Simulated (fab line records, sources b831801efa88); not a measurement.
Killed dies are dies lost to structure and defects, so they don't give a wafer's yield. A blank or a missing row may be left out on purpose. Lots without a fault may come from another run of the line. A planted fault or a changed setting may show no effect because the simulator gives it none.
fab line records | flow sky130
record lots=12 wafers=36 last_day=50
route steps=708 shown POLY_CUT@319 SD_N@348 LI_CONTACT@365
lots that met no fault: from a run of the same line without faults
start_h: hours from the record's first day to the start of the lot's first wafer shown | wait_h: hours since the lot's step before | " the same as in the row above | L1.1+2: a row that stands for several wafers | - no value, or no start given | * or withheld: withheld | < > ~ a bound
route shown NAME@n: a module of which the file shows steps, and the number in the route of the first | usual: mean/standard deviation of fault-free wafers | same: alike in all rows | chamber/n: place in a boat | sites: the reading at each site | _std_site: their standard deviation | _edge_site: outer sites' mean less inner sites' | radius_mm: how far each site lies from the wafer's centre | mask NAME#n: copy n | behind: the tool/chamber that last shaped the wafer | hold: why the lot was held/for how many hours/how that ended | device: the transistor (n, p or np) that didn't switch | end of line: the same wafers' tests at the end of the route | a step without rows: its recipe alone | killed: dies lost to structure and defects at the first sort, not the wafer's yield | map: a wafer's dies, x killed, . not, _ none there
set.NAME: the setting as run; set.NAME@STEP: as run at that earlier step | model.NAME: the simulator's own value behind a step, which no gauge read
steps of the route over a sample of lots; a table a step, a row a wafer
services: from which hour (start_h, from the record's first day; less than 0 if before it) a tool's chamber was out of use, for how many hours, and why
## steps
# step SKY_POLY_CUT_STRIP_12
# recipe chemistry=O2/N2 power_w=1400 pressure_mtorr=1500 platen_temp_c=withheld o2_flow_sccm=3000 n2_flow_sccm=300 overash_fraction=0.5
# usual drypump_motor_current_A=5.3/0.37 oes_product_au=0.452/0.0041 strip_time_to_endpoint_s=5.357/0.017
# columns lot.wafer tool chamber start_h wait_h drypump_motor_current_A oes_product_au rf_hours_counter_h strip_time_to_endpoint_s
L301.2 plasma_asher-01 1 547.26 0.0 5.0 0.449 78 5.351
L301.5 " 1 " " 5.0 0.450 - 5.348
L301.6 " 0 " " 5.7 0.449 - 5.361
L302.2 plasma_asher-01 1 556.54 0.0 5.0 0.454 79 5.352
L302.4 " 0 " " 5.7 0.458 - 5.332
L302.6 " 0 " " 5.7 0.454 - 5.359
L303.1 plasma_asher-03 0 568.50 0.0 5.4 0.449 85 5.383
L303.2 " 1 " " 5.3 0.452 85 5.386
L303.3 " 0 " " 5.4 0.450 - 5.363
L304.1 plasma_asher-04 0 576.11 0.0 4.7 0.452 14 5.368
L304.2 " 1 " " 5.8 0.456 14 5.367
L304.4 " 0 " " 4.7 0.442 - 5.339
L305.1 plasma_asher-04 1 606.95 0.0 5.8 0.452 18 5.353
L305.4 " 1 " " 5.8 0.450 - 5.373
L305.6 " 0 " " 4.7 0.449 - 5.350
L307.1 plasma_asher-01 0 614.85 0.0 5.7 0.458 84 5.376
L307.3 " 0 " " 5.7 0.451 - 5.373
L307.5 " 0 " " 5.7 0.459 - 5.361
L316.2 plasma_asher-04 1 682.25 0.0 5.8 0.453 25 5.373
L316.3 " 0 " " 4.7 0.455 - 5.394
L316.6 " 1 " " 5.8 0.453 - 5.354
L318.1 plasma_asher-03 1 696.65 0.0 5.4 0.450 98 5.363
L318.3 " 1 " " 5.4 0.448 - 5.336
L318.6 " 1 " " 5.3 0.448 - 5.380
L319.3 plasma_asher-04 0 700.84 0.1 4.7 0.444 - 5.350
L319.5 " 1 " " 5.8 0.454 - 5.334
L319.6 " 0 " " 4.7 0.448 - 5.348
L321.1 plasma_asher-01 0 716.59 0.0 5.6 0.450 94 5.381
L321.2 " 1 " " 5.0 0.453 94 5.352
L321.4 " 0 " " 5.7 0.455 - 5.379
L320.1 plasma_asher-03 0 725.65 0.0 5.4 0.449 100 5.368
L320.4 " 0 " " 5.4 0.452 - 5.373
L320.5 " 0 " " 5.4 0.454 - 5.360
L322.1 plasma_asher-01 1 741.66 0.0 5.0 0.450 97 5.337
L322.4 " 0 " " 5.7 0.468 - 5.374
L322.5 " 0 " " 5.7 0.451 - 5.343
# step SKY_SD_N_DEVELOP_06
# recipe resist=NOVOLAK developer=TMAH develop_time_s=60 dev_temp_c=23
# columns lot.wafer tool chamber start_h wait_h
L301.2+5+6 litho_track-03 0 635.04 0.1
L302.2+4+6 litho_track-04 0 643.32 0.1
L303.1+2+3 litho_track-04 0 654.84 0.1
L304.1+2+4 litho_track-02 0 662.82 0.1
L305.1+4+6 litho_track-02 0 691.37 0.1
L307.1+3+5 litho_track-03 0 699.51 0.1
L316.2+3+6 litho_track-04 0 762.52 0.1
L318.1+3+6 litho_track-03 0 778.96 0.1
L319.3+5+6 litho_track-03 0 780.76 0.1
L321.1+2+4 litho_track-02 0 796.47 0.1
L320.1+4+5 litho_track-02 0 806.92 0.1
L322.1+4+5 litho_track-03 0 821.06 0.1
# step SKY_SD_N_CD_MEAS_07
# recipe target_cd_nm=380
# usual cd_nm=380.1/2.2
# columns lot.wafer tool chamber start_h wait_h hold cd_nm
L301.2 cd_sem-01 - 635.18 0.1 - 378.0
L301.5 " - " " - 380.2
L301.6 " - " " - 379.6
L302.2 cd_sem-02 - 643.46 0.1 - 381.3
L302.4 " - " " - 379.0
L302.6 " - " " - 382.0
L303.1 cd_sem-02 - 654.99 0.1 - 381.3
L303.2 " - " " - 379.6
L303.3 " - " " - 380.3
L304.1 cd_sem-01 - 662.97 0.1 - 378.8
L304.2 " - " " - 382.6
L304.4 " - " " - 379.4
L305.1 cd_sem-01 - 691.52 0.1 - 373.8
L305.4 " - " " - 376.7
L305.6 " - " " - 377.1
L307.1 cd_sem-02 - 699.66 0.1 - 382.0
L307.3 " - " " - 382.7
L307.5 " - " " - 383.8
L316.2 cd_sem-02 - 762.66 0.1 await_dispo/0.2h/release 372.1
L316.3 " - " " await_dispo/0.2h/release 370.4
L316.6 " - " " await_dispo/0.2h/release 368.1
L316.2 cd_sem-02 - 762.95 0.3 - 372.3
L316.3 " - " " - 370.3
L316.6 " - " " - 368.1
L318.1 cd_sem-02 - 779.11 0.1 - 376.2
L318.3 " - " " - 376.3
L318.6 " - " " - 378.7
L319.3 cd_sem-02 - 780.90 0.1 - 380.5
L319.5 " - " " - 382.4
L319.6 " - " " - 380.4
L321.1 cd_sem-01 - 796.62 0.1 - 381.0
L321.2 " - " " - 383.4
L321.4 " - " " - 380.2
L320.1 cd_sem-01 - 807.07 0.1 - 382.0
L320.4 " - " " - 384.6
L320.5 " - " " - 383.1
L322.1 cd_sem-01 - 821.21 0.1 - 379.5
L322.4 " - " " - 380.6
L322.5 " - " " - 382.7
# step SKY_SD_N_RTA_14
# recipe temp_c=1075 time_s=2 idle_temp_c=650 ramp_up_c_per_s=150 ramp_down_c_per_s=90 ambient=N2
# usual anneal_temp_c_max=1081.3/1.3 lamp_power_pct=15.74/0.056 wafer_temp_C_max=1078.0/1.3
# same time_s=2
# columns lot.wafer tool chamber start_h wait_h anneal_temp_c_max lamp_power_pct wafer_temp_C_max
L301.2 rtp_anneal-01 0 635.84 0.0 1078.9 15.86 1077.0
L301.5 " 0 " " 1080.4 15.74 1079.7
L301.6 " 0 " " 1079.6 15.79 1079.6
L302.2 rtp_anneal-02 0 644.12 0.0 1081.4 15.76 1077.8
L302.4 " 0 " " 1082.2 15.68 1078.0
L302.6 " 0 " " 1081.1 15.74 1078.6
L303.1 rtp_anneal-01 0 655.66 0.0 1080.9 15.67 1079.1
L303.2 " 0 " " 1079.2 15.83 1079.1
L303.3 " 0 " " 1079.6 15.76 1078.4
L304.1 rtp_anneal-02 0 663.64 0.0 1082.0 15.76 1075.7
L304.2 " 0 " " 1082.5 15.78 1078.3
L304.4 " 0 " " 1082.2 15.71 1077.7
L305.1 rtp_anneal-01 0 692.19 0.0 1080.6 15.64 1078.8
L305.4 " 0 " " 1079.5 15.73 1077.8
L305.6 " 0 " " 1081.5 15.69 1080.4
L307.1 rtp_anneal-01 0 700.33 0.0 1082.5 15.74 1076.4
L307.3 " 0 " " 1081.6 15.67 1076.9
L307.5 " 0 " " 1080.2 15.72 1078.5
L316.2 rtp_anneal-02 0 767.33 0.0 1081.1 15.67 1078.9
L316.3 " 0 " " 1083.4 15.77 1078.6
L316.6 " 0 " " 1082.8 15.64 1078.7
L318.1 rtp_anneal-02 0 779.78 0.0 1080.2 15.63 1077.6
L318.3 " 0 " " 1082.3 15.82 1079.7
L318.6 " 0 " " 1081.7 15.70 1080.6
L319.3 rtp_anneal-01 0 781.55 0.0 1082.1 15.75 1081.0
L319.5 " 0 " " 1080.1 15.71 1077.1
L319.6 " 0 " " 1082.2 15.71 1078.6
L321.1 rtp_anneal-02 0 797.29 0.0 1080.9 15.79 1075.8
L321.2 " 0 " " 1083.1 15.69 1076.1
L321.4 " 0 " " 1081.8 15.71 1079.3
L320.1 rtp_anneal-01 0 807.79 0.0 1079.2 15.72 1079.9
L320.4 " 0 " " 1081.7 15.70 1077.0
L320.5 " 0 " " 1081.7 15.69 1078.1
L322.1 rtp_anneal-02 0 821.88 0.0 1083.6 15.79 1076.4
L322.4 " 0 " " 1081.8 15.79 1079.5
L322.5 " 0 " " 1083.0 15.72 1078.2
# step SKY_LI_CONTACT_BOW_MEAS_03
# recipe mode=bow
# usual LI_CONTACT_BOW=57/6.6
# columns lot.wafer tool chamber start_h wait_h LI_CONTACT_BOW[um]
L301.2 film_metro-04 - 636.86 0.3 60
L301.5 " - " " 58
L301.6 " - " " 55
L302.2 film_metro-02 - 645.14 0.2 45
L302.4 " - " " 56
L302.6 " - " " 57
L303.1 film_metro-04 - 656.67 0.1 68
L303.2 " - " " 61
L303.3 " - " " 63
L304.1 film_metro-01 - 664.65 0.1 48
L304.2 " - " " 50
L304.4 " - " " 60
L305.1 film_metro-02 - 693.20 0.1 55
L305.4 " - " " 59
L305.6 " - " " 64
L307.1 film_metro-01 - 701.41 0.1 58
L307.3 " - " " 54
L307.5 " - " " 61
L316.2 film_metro-01 - 769.02 0.3 67
L316.3 " - " " 70
L316.6 " - " " 53
L318.1 film_metro-04 - 780.85 0.2 48
L318.3 " - " " 52
L318.6 " - " " 54
L319.3 film_metro-01 - 782.58 0.2 60
L319.5 " - " " 59
L319.6 " - " " 53
L321.1 film_metro-04 - 798.30 0.1 55
L321.2 " - " " 57
L321.4 " - " " 56
L320.1 film_metro-01 - 809.04 0.2 57
L320.4 " - " " 39
L320.5 " - " " 62
L322.1 film_metro-01 - 822.89 0.2 60
L322.4 " - " " 60
L322.5 " - " " 61
## services
# columns tool chamber start_h hours kind
plasma_asher-03 - 533.84 0.4 repair
litho_track-02 - 535.07 - consumable_replace:filter
plasma_asher-01 - 591.89 2.8 pm
plasma_asher-04 - 729.30 8.3 repair
plasma_asher-03 - 733.75 9.0 pm
plasma_asher-03 0 733.75 9.0 vent_cycle
plasma_asher-03 1 733.75 9.0 vent_cycle
litho_track-02 - 736.95 - consumable_replace:filter
plasma_asher-03 0 742.75 - clean
plasma_asher-03 1 742.75 - clean
rtp_anneal-02 - 777.11 0.3 repair
litho_track-04 - 782.85 - consumable_replace:filter
plasma_asher-01 - 819.21 1.2 repair
## key
first_sign step=SKY_SD_N_CD_MEAS_07 reading=visit direction=added
effect step=SKY_SD_N_CD_MEAS_07 reading=cd_nm direction=down sigmas=4.6 usual=380.1 struck=370.2
met_at SKY_SD_N_DEVELOP_06
struck_lots L316
tester_left_out L316
not_acting_at SKY_POLY_CUT_STRIP_12,SKY_SD_N_RTA_14,SKY_LI_CONTACT_BOW_MEAS_03
onset_between 654.84 762.52
fault kind=process_parameter_drift tool=litho_track-04 chamber=- onset_h=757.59 steps=SKY_SD_N_DEVELOP_06 channel=develop_time_s offset=* shape=step end_h=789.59 acts_in=* stated=*
# tester_left_out: of these lots the tester's yield and bins aren't shown, on N5 and GAA mostly nor the transistor test; their killed dies are dies lost to structure and defects alone, not to doping, threshold or leakage, so they don't give the yield
